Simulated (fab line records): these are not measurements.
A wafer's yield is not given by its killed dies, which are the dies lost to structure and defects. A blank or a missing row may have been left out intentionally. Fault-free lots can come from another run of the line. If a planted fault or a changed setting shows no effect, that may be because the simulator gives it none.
Which tool was responsible?    flow sky130    35 wafers from 12 lots sampled at 5 of the route's 708 steps

WHAT THE GAUGES READ, wafer by wafer
SKY_CAP2M_OVL_MEAS_12. Usual: CAP2M_OVL 0.0 nm, standard deviation 1.3.
lot   measured      on          CAP2M_OVL (nm)  flag
L647  day 40 21:29  overlay-02  -1.4 -0.7 -0.6  
L646  day 40 21:47  overlay-02  1.6 1.4 2.6     
L648  day 41 04:31  overlay-01  1.3 -0.4 -0.8   
L650  day 42 00:07  overlay-01  -0.5 -0.9 -1.8  
L651  day 42 02:55  overlay-01  -0.1 0.3 0.7    
L652  day 42 10:31  overlay-01  -1.4 -1.3 -0.9  
L654  day 42 19:40  overlay-01  0.8 -0.8        
L663  day 46 00:33  overlay-01  -0.1 -0.5 0.5   
L666  day 46 07:25  overlay-02  -0.8 0.4 -1.4   
L664  day 46 09:07  overlay-01  -0.5 -0.1 -1.0  
L668  day 46 21:00  overlay-01  0.3 -0.6 -1.0   
L669  day 47 02:10  overlay-01  1.7 3.7 1.4     

SKY_VIA4_THK_MEAS_01. Usual: VIA4_HDPCVD_THK 1755 nm, standard deviation 19.
lot   measured      on             VIA4_HDPCVD_THK (nm)  flag
L647  day 41 23:47  film metro-04  1746 1782 1744        
L646  day 41 23:53  film metro-01  1765 1770 1798        
L648  day 42 06:05  film metro-04  1728 1744 1726        
L650  day 43 01:31  film metro-03  1766 1745 1738        
L651  day 43 04:14  film metro-03  1760 1735 1729        
L652  day 43 11:37  film metro-03  1768 1752 1742        
L654  day 43 20:13  film metro-01  2204 2192             OFF
L663  day 46 22:55  film metro-03  1757 1730 1704        
L666  day 47 05:29  film metro-04  1759 1714 1755        
L664  day 47 07:07  film metro-03  1756 1774 1766        
L668  day 47 19:02  film metro-04  1757 1745 1756        
L669  day 47 23:44  film metro-04  1782 1760 1759        

EACH LOT AND THE TOOL THAT RAN IT (in order: tool; ch and the chambers of the sampled wafers; start)
lot   SKY_CAP2M_CVD_00                 SKY_METAL4_ETCH_16                 SKY_VIA4_HDPCVD_00
L647  pecvd-04 ch 0,1, day 39 21:00    rie metal-04 ch 0,1, day 41 22:40  hdpcvd-02 ch 0,1,2, day 41 23:37
L646  pecvd-01 ch 0,1,2, day 39 21:06  rie metal-02 ch 0,1, day 41 22:44  hdpcvd-01 ch 0,1, day 41 23:43
L648  pecvd-01 ch 1,2, day 40 04:01    rie metal-02 ch 0,1, day 42 05:02  hdpcvd-02 ch 0,1,2, day 42 05:53
L650  pecvd-04 ch 0,1,2, day 40 23:49  rie metal-04 ch 0,1, day 43 00:26  hdpcvd-02 ch 1,2, day 43 01:20
L651  pecvd-04 ch 0,1,2, day 41 02:51  rie metal-03 ch 0,1, day 43 03:06  hdpcvd-02 ch 0,1, day 43 03:58
L652  pecvd-03 ch 0,1,2, day 41 11:25  rie metal-04 ch 1, day 43 10:32    hdpcvd-02 ch 0,2, day 43 11:26
L654  pecvd-03 ch 0,2, day 41 20:22    rie metal-03 ch 0,1, day 43 19:09  hdpcvd-02 ch 0,1, day 43 20:06
L663  pecvd-01 ch 1,2, day 45 03:13    rie metal-02 ch 0,1, day 46 21:47  hdpcvd-01 ch 1,2, day 46 22:43
L666  pecvd-03 ch 0,1,2, day 45 10:45  rie metal-02 ch 0,1, day 47 04:26  hdpcvd-01 ch 0,2, day 47 05:17
L664  pecvd-01 ch 0,2, day 45 12:37    rie metal-03 ch 0,1, day 47 06:04  hdpcvd-02 ch 0,1,2, day 47 06:55
L668  pecvd-01 ch 0,2, day 46 00:49    rie metal-04 ch 0,1, day 47 17:41  hdpcvd-02 ch 1,2, day 47 18:50
L669  pecvd-04 ch 1,2, day 46 06:14    rie metal-02 ch 0, day 47 22:32    hdpcvd-02 ch 0,1, day 47 23:32
- SKY_CAP2M_CVD_00: deposits SiO2, target thk 15.5 nm.
- SKY_METAL4_ETCH_16: etches BARC in N2/H2, stops on SiO2, time 88.2 s, target depth 60 nm.
- SKY_VIA4_HDPCVD_00: deposits SiO2, target thk 1750 nm, time 291.7 s.

WHAT THE TOOLS THEMSELVES READ (means of the sampled wafers that have a number; where no wafer has one, the mark that the record gives instead)
SKY_CAP2M_CVD_00. Usual: heater power w at 719 W, with a standard deviation of 69.
lot   tool      heater power w (W)  flag
L647  pecvd-04  682                 
L646  pecvd-01  730                 
L648  pecvd-01  696                 
L650  pecvd-04  674                 
L651  pecvd-04  699                 
L652  pecvd-03  720                 
L654  pecvd-03  782                 
L663  pecvd-01  769                 
L666  pecvd-03  708                 
L664  pecvd-01  743                 
L668  pecvd-01  723                 
L669  pecvd-04  755                 

SKY_METAL4_ETCH_16. Usual: drypump motor current A 5.8 A, standard deviation 0.38; oes product au 0.626 a.u., standard deviation 0.0045; throttle valve pct 13.206 %, standard deviation 0.0095.
lot   tool          drypump motor current A (A)  oes product au (a.u.)  throttle valve pct (%)  flag
L647  rie metal-04  5.4                          0.625                  13.195                  
L646  rie metal-02  6.1                          0.624                  13.187                  
L648  rie metal-02  5.9                          0.629                  13.205                  
L650  rie metal-04  5.6                          0.623                  13.201                  
L651  rie metal-03  5.8                          0.624                  13.205                  
L652  rie metal-04  5.2                          0.624                  13.195                  
L654  rie metal-03  5.7                          0.627                  13.210                  
L663  rie metal-02  6.1                          0.628                  13.210                  
L666  rie metal-02  6.1                          0.624                  13.204                  
L664  rie metal-03  5.5                          0.627                  13.209                  
L668  rie metal-04  5.4                          0.622                  13.204                  
L669  rie metal-02  6.3                          0.624                  13.212                  

SKY_VIA4_HDPCVD_00. Usual: run length s at 319.5 s, with a standard deviation of 0.5.
lot   tool       run length s (s)  flag
L647  hdpcvd-02  319.5             
L646  hdpcvd-01  319.9             
L648  hdpcvd-02  319.4             
L650  hdpcvd-02  318.9             
L651  hdpcvd-02  319.4             
L652  hdpcvd-02  319.7             
L654  hdpcvd-02  390.9             OFF
L663  hdpcvd-01  319.4             
L666  hdpcvd-01  320.1             
L664  hdpcvd-02  319.3             
L668  hdpcvd-02  319.1             
L669  hdpcvd-02  319.3             

THE ANSWER, worked out from the rows above alone
Rule: take the mean of a lot's wafers that have a number; if it is more than 3 standard deviations from the usual mean, the lot is off. A lot without any number at a reading at which 4 lots or more have one is off too. Where the step has rows for the other lots, those lots are counted as sound. First the gauges in route order, then the tools' own readings, where a lot's mean is used as printed above. At the first step where some lot is off, the reading lying furthest off is the one used; lots without a number count as furthest.
Off: L654, at SKY_VIA4_THK_MEAS_01 (VIA4_HDPCVD_THK).
If a tool, at a process step before that reading, ran all the lots that are off and no sound lot after the first of them, it fits. Not tried: the gauges at SKY_VIA4_THK_MEAS_01; whatever is off there is also off at SKY_VIA4_HDPCVD_00, on other tools, and gauge error can't account for it. Of those tried, none fits.

WHAT THE SIMULATOR HAD PUT IN
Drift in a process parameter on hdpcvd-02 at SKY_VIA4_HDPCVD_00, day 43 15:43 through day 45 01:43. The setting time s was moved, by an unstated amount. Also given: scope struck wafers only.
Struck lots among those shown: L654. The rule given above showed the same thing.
